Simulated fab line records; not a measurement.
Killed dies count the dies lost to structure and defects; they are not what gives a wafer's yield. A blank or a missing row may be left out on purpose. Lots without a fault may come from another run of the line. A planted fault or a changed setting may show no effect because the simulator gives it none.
Which tool was responsible? / flow sky130 / 11 lots, 33 wafers sampled, at 4 steps of a route of 708

== WHAT EACH GAUGE READ, for each wafer ==
SKY_SD_N_TW_MEAS_12.
lot=L931; measured=day 29 14:29; on=film metro-01; SD_N_TW=3886 3883 3875
lot=L936; measured=day 30 22:22; on=film metro-01; SD_N_TW=3907 3905 3919
lot=L938; measured=day 31 21:52; on=film metro-02; SD_N_TW=3962 3974 3953
lot=L939; measured=day 32 01:55; on=film metro-04; SD_N_TW=4009 4035 4032
lot=L940; measured=day 32 11:32; on=film metro-04; SD_N_TW=4041 4033 4034
lot=L942; measured=day 33 00:14; on=film metro-01; SD_N_TW=4184 4223 4229
lot=L945; measured=day 34 01:13; on=film metro-04; SD_N_TW=4328 4348 4360
lot=L947; measured=day 34 09:45; on=film metro-01; SD_N_TW=3900 3903 3894
lot=L949; measured=day 35 05:15; on=film metro-02; SD_N_TW=3973 3953 3961
lot=L950; measured=day 35 11:34; on=film metro-02; SD_N_TW=3939 3926 3917
lot=L951; measured=day 35 14:08; on=film metro-02; SD_N_TW=3958 3952 3931

== EACH LOT AND THE TOOL THAT RAN IT (in order: tool; ch and the chambers of the sampled wafers; start) ==
lot=L931; SKY_LDD_LDN_STRIP_12=plasma asher-03 ch 0,1, day 24 15:13; SKY_SD_N_IMPLANT_09=implanter-01 ch 0, day 29 14:05; SKY_SD_N_STRIP_11=plasma asher-02 ch 0,1, day 29 14:23
lot=L936; SKY_LDD_LDN_STRIP_12=plasma asher-04 ch 0,1, day 25 23:37; SKY_SD_N_IMPLANT_09=implanter-03 ch 0, day 30 21:58; SKY_SD_N_STRIP_11=plasma asher-02 ch 0,1, day 30 22:16
lot=L938; SKY_LDD_LDN_STRIP_12=plasma asher-04 ch 0,1, day 27 01:10; SKY_SD_N_IMPLANT_09=implanter-03 ch 0, day 31 21:29; SKY_SD_N_STRIP_11=plasma asher-02 ch 1, day 31 21:46
lot=L939; SKY_LDD_LDN_STRIP_12=plasma asher-04 ch 0,1, day 27 03:26; SKY_SD_N_IMPLANT_09=implanter-01 ch 0, day 32 01:31; SKY_SD_N_STRIP_11=plasma asher-03 ch 0,1, day 32 01:49
lot=L940; SKY_LDD_LDN_STRIP_12=plasma asher-04 ch 0,1, day 27 17:37; SKY_SD_N_IMPLANT_09=implanter-03 ch 0, day 32 11:08; SKY_SD_N_STRIP_11=plasma asher-04 ch 1, day 32 11:26
lot=L942; SKY_LDD_LDN_STRIP_12=plasma asher-02 ch 0,1, day 28 06:03; SKY_SD_N_IMPLANT_09=implanter-03 ch 0, day 32 23:52; SKY_SD_N_STRIP_11=plasma asher-04 ch 0,1, day 33 00:09
lot=L945; SKY_LDD_LDN_STRIP_12=plasma asher-03 ch 0,1, day 29 08:48; SKY_SD_N_IMPLANT_09=implanter-03 ch 0, day 34 00:50; SKY_SD_N_STRIP_11=plasma asher-03 ch 0,1, day 34 01:07
lot=L947; SKY_LDD_LDN_STRIP_12=plasma asher-04 ch 0,1, day 29 13:01; SKY_SD_N_IMPLANT_09=implanter-02 ch 0, day 34 09:21; SKY_SD_N_STRIP_11=plasma asher-03 ch 0,1, day 34 09:39
lot=L949; SKY_LDD_LDN_STRIP_12=plasma asher-03 ch 0,1, day 30 14:40; SKY_SD_N_IMPLANT_09=implanter-02 ch 0, day 35 04:52; SKY_SD_N_STRIP_11=plasma asher-02 ch 0,1, day 35 05:08
lot=L950; SKY_LDD_LDN_STRIP_12=plasma asher-04 ch 0,1, day 30 18:47; SKY_SD_N_IMPLANT_09=implanter-02 ch 0, day 35 11:10; SKY_SD_N_STRIP_11=plasma asher-03 ch 0,1, day 35 11:28
lot=L951; SKY_LDD_LDN_STRIP_12=plasma asher-03 ch 1, day 30 19:43; SKY_SD_N_IMPLANT_09=implanter-02 ch 0, day 35 13:44; SKY_SD_N_STRIP_11=plasma asher-04 ch 0,1, day 35 14:02
- SKY_LDD_LDN_STRIP_12: strips in O2/N2.
- SKY_SD_N_IMPLANT_09
- SKY_SD_N_STRIP_11: strips in O2/N2.

== THE ANSWER, worked out from the rows above alone ==
Rule: usual is defined by the lots themselves. Put in order of their means at a reading, lots are off if they are a third of the lots or fewer, leave a main group of 4 or more, and stand apart from it by a gap of 3 or more times the standard deviation of the main group's means; of several such gaps the widest counts. Not used: any main group whose means are identical at the precision the tables above print for the reading. Also off: a lot with no number at a reading for which 4 or more lots have one. Any other lot the step has rows for is counted as sound.
Off: L942, L945, at SKY_SD_N_TW_MEAS_12 (SD_N_TW). The main group: mean 3950, standard deviation 50.
If a tool, at a process step before that reading, ran all the lots that are off and no sound lot after the first of them, it fits. The gauges at SKY_SD_N_TW_MEAS_12 are tried like those tools. One fits: SKY_SD_N_IMPLANT_09 on implanter-03. Its last sound lot is L940 (day 32 11:08), its first lot that is off L942 (day 32 23:52): a fault that began between those two fits.

== WHAT HAD BEEN PUT IN BY THE SIMULATOR ==
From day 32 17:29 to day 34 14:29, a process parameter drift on implanter-03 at SKY_SD_N_IMPLANT_09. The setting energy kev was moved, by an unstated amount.
Struck lots among those shown: L942, L945. The same result came from the rule above.
